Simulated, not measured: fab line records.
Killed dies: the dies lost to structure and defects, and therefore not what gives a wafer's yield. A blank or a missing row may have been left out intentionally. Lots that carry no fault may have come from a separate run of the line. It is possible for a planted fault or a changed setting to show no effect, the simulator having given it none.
Comparing a struck lot with a sound one ; flow sfq-line ; 42 steps out of a route of 325
Sound: these wafers, L828.4, L828.5, L828.6. Wafers struck: L836.2, L836.5, L836.6. At the end, the cause is stated.
Per side, at each step with rows, come the tool, then ch with its chambers, and then its first start. Under that, the readings that differ: sound wafers ; struck wafers ; difference of the means ; sigmas: that difference in standard deviations of wafers without a fault.
alike: a reading whose means differ by less than 2 such deviations, as well as words and numbers matching on both sides. not compared: withheld readings; readings where some wafer has no value; bounds like >300 that might hide an equal value; numbers whose values overlap and for which the record gives no deviation.
A row with sigmas, a row that says differs or no value, or rows on one side alone: a step with any of these is where the two part. Non-overlapping numbers with no deviation appear without sigmas and do not part them. A reading that every wafer of one side lacks parts them only if that side has two wafers or more.

first, 6 steps without rows for these wafers: SFQ_TRILAYER_I4_VIA_LITHO_COAT_108 (resist thk 62 nm); SFQ_TRILAYER_I4_VIA_LITHO_COAT_103 (resist thk 650 nm); SFQ_TRILAYER_I4_VIA_LITHO_SOFTBAKE_107; SFQ_TRILAYER_I4_VIA_LITHO_EXPOSE_104 (exposes mask I4, target cd 700 nm); SFQ_TRILAYER_I4_VIA_LITHO_PEB_106 (peb time 60 s); SFQ_TRILAYER_I4_VIA_LITHO_DEVELOP_105 (time 60 s).
SFQ_I4_OVL_MEAS_928:
  struck on overlay-01, day 48 20:47; sound on overlay-01, day 47 07:54
  alike: I4_OVL
then, 1 step without rows for these wafers: SFQ_TRILAYER_I4_VIA_BARC_OPEN_VIA_ETCH_146 (etches BARC in O2, target depth 125 nm, time 41.7 s).
SFQ_TRILAYER_I4_VIA_ETCH_VIA_ETCH_106: etches SiO2 in CHF3, stops on Nb, target depth 260 nm.
  sound on rie-diel-03 ch 2,3, day 47 07:58; struck on rie-diel-03 ch 1,2,3, day 48 20:52
  alike: drypump-motor-current-A, oes-product-au
then, 3 steps without rows for these wafers: SFQ_TRILAYER_I4_VIA_STRIP_STRIP_107 (strips in O2); SFQ_TRILAYER_I4_VIA_STRIP_SOLV_CLEAN_108 (cleans in NMP, time 600 s); SFQ_TRILAYER_JJ_TRILAYER_DEP_PRE_CLEAN_113 (time 22.5 s).
SFQ_TRILAYER_JJ_TRILAYER_DEP_SPUTTER_109: material Nb, target thk 150 nm, time 100 s.
  struck on pvd-sputter-05, day 48 21:47; sound on pvd-sputter-05, day 47 08:52
reading;sound;struck;difference;sigmas
model.Nb_of_TRILAYER_JJ_TRILAYER_DEP_SPUTTER_109.thk-nm (nm);149 147.8 148.9;127 126.7 126;-22;
  alike: base-pressure-pa, throttle-valve-pct
then, 3 steps without rows for these wafers: SFQ_TRILAYER_JJ_TRILAYER_DEP_SPUTTER_110 (material Al, target thk 8 nm, time 10 s); SFQ_TRILAYER_JJ_TRILAYER_DEP_AL_OXIDATION_111 (oxidation time 600 s); SFQ_TRILAYER_JJ_TRILAYER_DEP_SPUTTER_112 (material Nb, target thk 170 nm, time 113.3 s).
SFQ_JJ_RS_MEAS_929: measurement is done with a four-point probe.
  struck on film-metro-02, day 48 22:58; sound on film-metro-03, day 47 10:07
  alike: JJ_NB_RS
then, 6 steps without rows for these wafers: SFQ_TRILAYER_JJ_CE_LITHO_COAT_119 (resist thk 62 nm); SFQ_TRILAYER_JJ_CE_LITHO_COAT_114 (resist thk 600 nm); SFQ_TRILAYER_JJ_CE_LITHO_SOFTBAKE_118; SFQ_TRILAYER_JJ_CE_LITHO_EXPOSE_115 (exposes mask J5, target cd 700 nm); SFQ_TRILAYER_JJ_CE_LITHO_PEB_117 (peb time 60 s); SFQ_TRILAYER_JJ_CE_LITHO_DEVELOP_116 (time 60 s).
-- the record jumps here: 5 days lie between the struck wafers' starts before and after --
SFQ_JJ_OVL_MEAS_931:
  struck on overlay-01, day 54 00:08; sound on overlay-02, day 47 12:37
  alike: J5_OVL
SFQ_TRILAYER_JJ_CE_METRO_MEASURE_117:
  struck on cd-sem-02, day 54 00:22; sound on cd-sem-02, day 47 13:14
  alike: cd-nm
then, 1 step without rows for these wafers: SFQ_TRILAYER_JJ_CE_BARC_OPEN_RIE_150 (chemistry O2, target BARC, target depth 240 nm, time 80 s).
SFQ_TRILAYER_JJ_CE_ETCH_RIE_118: chemistry SF6, target Nb, stops on Al2O3, time 97.7 s, target depth 170 nm.
  sound on rie-metal-02 ch 0,1, day 47 13:58; struck on rie-metal-02 ch 0,1, day 54 01:27
  alike: drypump-motor-current-A, oes-product-au
  not compared: rf-hours-counter-h
then, 1 step without rows for these wafers: SFQ_TRILAYER_JJ_ANODIZE_ANODIZE_119.
SFQ_TRILAYER_JJ_CE_STRIP_STRIP_120: strips in O2.
  sound on rie-metal-02 ch 0,1, day 47 14:44; struck on rie-metal-02 ch 0,1, day 54 02:39
  alike: drypump-motor-current-A, oes-product-au
  not compared: rf-hours-counter-h
then, 7 steps without rows for these wafers: SFQ_TRILAYER_JJ_CE_STRIP_SOLV_CLEAN_121 (cleans in NMP, time 600 s); SFQ_TRILAYER_M5_LITHO_COAT_128 (resist thk 62 nm); SFQ_TRILAYER_M5_LITHO_COAT_123 (resist thk 600 nm); SFQ_TRILAYER_M5_LITHO_SOFTBAKE_127; SFQ_TRILAYER_M5_LITHO_EXPOSE_124 (exposes mask M5, target cd 700 nm); SFQ_TRILAYER_M5_LITHO_PEB_126 (peb time 60 s); SFQ_TRILAYER_M5_LITHO_DEVELOP_125 (time 60 s).
-- the record jumps here: 5 days lie between the struck wafers' starts before and after --
SFQ_M5_OVL_MEAS_932:
  struck on overlay-02, day 59 08:20; sound on overlay-02, day 52 12:23
  alike: M5_OVL
SFQ_TRILAYER_M5_BARC_OPEN_METAL_ETCH_161: etches BARC in O2, target depth 125 nm, time 41.7 s.
  sound on rie-metal-03 ch 0,1, day 52 12:26; struck on rie-metal-03 ch 0,1, day 59 08:22
  alike: drypump-motor-current-A, oes-product-au
  not compared: rf-hours-counter-h
SFQ_TRILAYER_M5_ETCH_METAL_ETCH_126: etches Nb in Cl2/BCl3, stops on SiO2, time 203.2 s, target depth 265 nm.
  sound on rie-metal-03 ch 0,1, day 52 12:32; struck on rie-metal-03 ch 0,1, day 59 08:25
reading;sound;struck;difference;sigmas
oes-product-au (a.u.);0.725 0.722 0.722;0.671 0.675 0.675;-0.049;-7
model.etch.depth-nm (nm);149 147.8 148.9;127 126.7 126;-22;
model.M5.feature-depth-nm (nm);161.5 160 161.3;139.3 138.9 138.3;-22.1;
  alike: drypump-motor-current-A
  not compared: rf-hours-counter-h
then, 2 steps without rows for these wafers: SFQ_TRILAYER_M5_STRIP_STRIP_127 (strips in O2); SFQ_TRILAYER_M5_STRIP_SOLV_CLEAN_128 (cleans in NMP, time 600 s).
-- the record jumps here: 22 days lie between the struck wafers' starts before and after --
SFQ_M8_BOW_MEAS_951:
  struck on film-metro-01, day 81 14:49; sound on film-metro-04, day 77 02:29
reading;sound;struck;difference;sigmas
model.etest.m5.ohm-um;1.706 1.714 1.702;2.009 2.008 2.025;+0.307;
model.etest.i4.link-ohm;2.169 2.2 2.167;2.413 2.429 2.423;+0.243;
model.etest.m5.ohm-sq;1.196 1.205 1.197;1.403 1.406 1.415;+0.209;
model.etest.i5.link-ohm;2.274 2.261 2.261;2.48 2.499 2.509;+0.23;
  alike: M8_BOW

== WHERE THEY PART ==
Only at SFQ_TRILAYER_M5_ETCH_METAL_ETCH_126, within this record. Later steps at which nothing parts them and some readings are alike: SFQ_M8_BOW_MEAS_951.

WHY: whatever the simulator had introduced
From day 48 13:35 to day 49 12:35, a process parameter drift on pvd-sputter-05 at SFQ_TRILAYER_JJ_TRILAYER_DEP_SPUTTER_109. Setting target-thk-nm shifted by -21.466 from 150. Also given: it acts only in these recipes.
